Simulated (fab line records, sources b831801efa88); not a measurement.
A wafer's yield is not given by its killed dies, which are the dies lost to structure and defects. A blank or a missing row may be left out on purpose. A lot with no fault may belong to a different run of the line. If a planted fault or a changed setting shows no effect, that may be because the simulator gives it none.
A struck lot beside a sound one ; flow sky130 ; 37 steps out of a route of 708
Sound: these wafers, L410.2, L410.4, L410.5. Wafers struck: L413.1, L413.3, L413.6. Last of all comes the cause.
For every step that has rows: the tool of each side, followed by ch and its chambers, followed by its first start. Under that, the readings that differ: sound wafers ; struck wafers ; difference of the means ; sigmas: that difference in standard deviations of wafers without a fault.
alike: readings with means less than 2 such deviations apart, plus words and numbers identical on both sides. not compared: withheld readings, readings lacking a value on some wafer, bounds such as >300 that could conceal the same value, and numbers that have no deviation in the record and whose values overlap.
A row with sigmas, a row that says differs or no value, or rows on one side alone: a step with any of these is where the two part. When numbers do not overlap yet have no deviation, they are printed without sigmas and do not part them. Lack of a reading on every wafer of one side parts them only where that side has two or more wafers.

first, 1 step without rows for these wafers: SKY_METAL2_DEVELOP_14 (develop time 61.34 s).
SKY_METAL2_CD_MEAS_15 targets a cd of 140 nm.
  sound: cd-sem-01 at day 37 16:20; struck: cd-sem-01 at day 38 09:47
  alike: cd-nm
SKY_METAL2_OVL_MEAS_16:
  sound: overlay-02 at day 37 16:26; struck: overlay-02 at day 38 09:54
  alike: METAL2_OVL
then, 2 steps without rows for these wafers: SKY_METAL2_DESCUM_17 (chemistry O2, time 8 s); SKY_METAL2_ETCH_18 (etches BARC in N2/H2, stops on SiO2, time 45.9 s, target depth 60 nm).
SKY_METAL2_METAL_ETCH_19: etches the open film in Cl2/BCl3, stops on SiO2, target depth 360 nm, time 78 s.
  sound on rie-metal-02 ch 0,1, day 37 16:34; struck on rie-metal-01 ch 0,1, day 38 10:02
  alike: bcl3-flow-sccm, drypump-motor-current-A, oes-product-au, rf-fwd-power-W, throttle-valve-pct
  not compared: rf-hours-counter-h
then, 5 steps without rows for these wafers: SKY_METAL2_STRIP_20 (strips in O2/N2); SKY_METAL2_STRIP_21 (strips in post etch residue remover, time 1200 s); SKY_METAL2_CLEAN_22 (cleans in IPA, time 180 s); SKY_METAL2_CLEAN_23 (cleans in O3/DIW); SKY_VIA2_HDPCVD_00 (deposits SiO2, target thk 1180 nm, time 196.7 s).
SKY_VIA2_THK_MEAS_01:
  sound: film-metro-04 at day 37 17:24; struck: film-metro-04 at day 38 10:53
  alike: VIA2_HDPCVD_THK
SKY_VIA2_CMP_02: polishes SiO2.
  sound on cmp-01 ch 2,3, day 37 17:27; struck on cmp-02 ch 0,3, day 38 10:56
reading;sound;struck;difference;sigmas
model.SiO2_of_VIA2_HDPCVD_00.thk-nm (nm);496.5 493.9 494.8;617.9 619.8 620.6;+124.4;
  alike: motor-current-A
SKY_VIA2_BOW_MEAS_03:
  sound: film-metro-02 at day 37 17:46; struck: film-metro-02 at day 38 11:14
reading;sound;struck;difference;sigmas
VIA2_BOW (um);85 82 83;106 106 100;+21;+3
then, 8 steps without rows for these wafers: SKY_VIA2_DEHYDRATE_04 (time 60 s); SKY_VIA2_HMDS_05 (prime time 60 s); SKY_VIA2_COAT_06 (resist thk 60 nm); SKY_VIA2_COAT_07 (resist thk 450 nm); SKY_VIA2_SOFTBAKE_08 (time 90 s); SKY_VIA2_EXPOSE_09 (exposes mask VIM2, target cd 200 nm); SKY_VIA2_PEB_10; SKY_VIA2_DEVELOP_11 (develop time 62.84 s).
SKY_VIA2_CD_MEAS_12 targets a cd of 200 nm.
  sound: cd-sem-01 at day 38 18:53; struck: cd-sem-01 at day 39 12:04
  alike: cd-nm
SKY_VIA2_OVL_MEAS_13:
  sound: overlay-02 at day 38 19:00; struck: overlay-02 at day 39 12:11
  alike: VIA2_OVL
SKY_VIA2_ETCH_14: etches BARC in N2/H2, stops on SiO2, time 45.9 s, target depth 60 nm.
  sound on rie-diel-03 ch 1,2, day 38 19:02; struck on rie-diel-03 ch 1,3, day 39 12:13
  alike: drypump-motor-current-A, oes-product-au, rf-fwd-power-W, throttle-valve-pct
  not compared: rf-hours-counter-h
SKY_VIA2_ETCH_15: etches SiO2 in C4F8/O2/Ar, stops on TiN, target depth 546 nm, time 84 s.
  sound on rie-diel-03 ch 1,2, day 38 19:04; struck on rie-diel-03 ch 1,3, day 39 12:16
reading;sound;struck;difference;sigmas
oes-product-au (a.u.);0.941 0.938 0.945;1.010 0.997 0.995;+0.059;+12
model.etch.depth-nm (nm);496.5 493.9 494.8;547.5 548.2 546;+52.2;
model.VIA2.feature-depth-nm (nm);496.5 493.9 494.8;547.5 548.2 546;+52.2;
  alike: rf-fwd-power-W
  not compared: rf-hours-counter-h
SKY_VIA2_STRIP_16: strips in O2/N2.
  sound on plasma-asher-04 ch 0,1, day 38 19:08; struck on plasma-asher-03 ch 0,1, day 39 12:20
  alike: drypump-motor-current-A, oes-product-au, strip-time-to-endpoint-s
  not compared: rf-hours-counter-h
then, 4 steps without rows for these wafers: SKY_VIA2_STRIP_17 (strips in post etch residue remover, time 1200 s); SKY_VIA2_CLEAN_18 (cleans in IPA, time 180 s); SKY_VIA2_CLEAN_19 (cleans in O3/DIW); SKY_VIA2_SPUTTER_20 (material TiN, target thk 20 nm, time 80 s).
SKY_VIA2_CVD_21: deposits W, target thk 420 nm, time 126.4 s.
  sound on cvd-w-01 ch 0,1, day 38 19:47; struck on cvd-w-01 ch 0,1, day 39 13:01
  alike: heater-power-w
SKY_VIA2_CMP_24: polishes, stops on SiO2, t overpolish 20 s, target thk 0 nm.
  sound on cmp-02 ch 0,2, day 38 20:05; struck on cmp-01 ch 0,2,3, day 39 13:36
  alike: motor-current-A
SKY_METAL3_SPUTTER_00: material Ti, target thk 15 nm, time 10 s.
  sound: pvd-sputter-01 at day 38 20:23; struck: pvd-sputter-03 at day 39 13:51
  alike: throttle-valve-pct
SKY_METAL3_SPUTTER_01: material TiN, target thk 20 nm, time 16.7 s.
  sound: pvd-sputter-01 at day 38 20:25; struck: pvd-sputter-03 at day 39 13:52
  alike: throttle-valve-pct
SKY_CAPM_THK_MEAS_01:
  sound: film-metro-03 at day 38 20:35; struck: film-metro-03 at day 39 14:02
  alike: CAPM_CVD_00_THK
-- the record jumps here: 2 days lie between the struck wafers' starts before and after (it left off in module CAPM and takes up again in module METAL3, whose first step shown is number 532 of the route) --
SKY_METAL3_METAL_ETCH_18: etches the open film in Cl2/BCl3, stops on SiO2, target depth 845 nm, time 183.1 s.
  sound on rie-metal-01 ch 0,1, day 40 21:42; struck on rie-metal-02 ch 0,1, day 41 14:21
reading;sound;struck;difference;sigmas
model.SiO2_of_VIA2_HDPCVD_00.thk-nm (nm);466.6 463.3 464.8;587.8 590.3;+124.1;
  alike: bcl3-flow-sccm, drypump-motor-current-A, oes-product-au, rf-fwd-power-W, throttle-valve-pct
  not compared: rf-hours-counter-h

WHERE THEY PART
First at SKY_VIA2_BOW_MEAS_03; last, within this record, at SKY_VIA2_ETCH_15. Later steps at which nothing parts them and some readings are alike: SKY_VIA2_STRIP_16, SKY_VIA2_CVD_21, SKY_VIA2_CMP_24, SKY_METAL3_SPUTTER_00, SKY_METAL3_SPUTTER_01, SKY_CAPM_THK_MEAS_01, SKY_METAL3_METAL_ETCH_18.

WHY: whatever the simulator had introduced
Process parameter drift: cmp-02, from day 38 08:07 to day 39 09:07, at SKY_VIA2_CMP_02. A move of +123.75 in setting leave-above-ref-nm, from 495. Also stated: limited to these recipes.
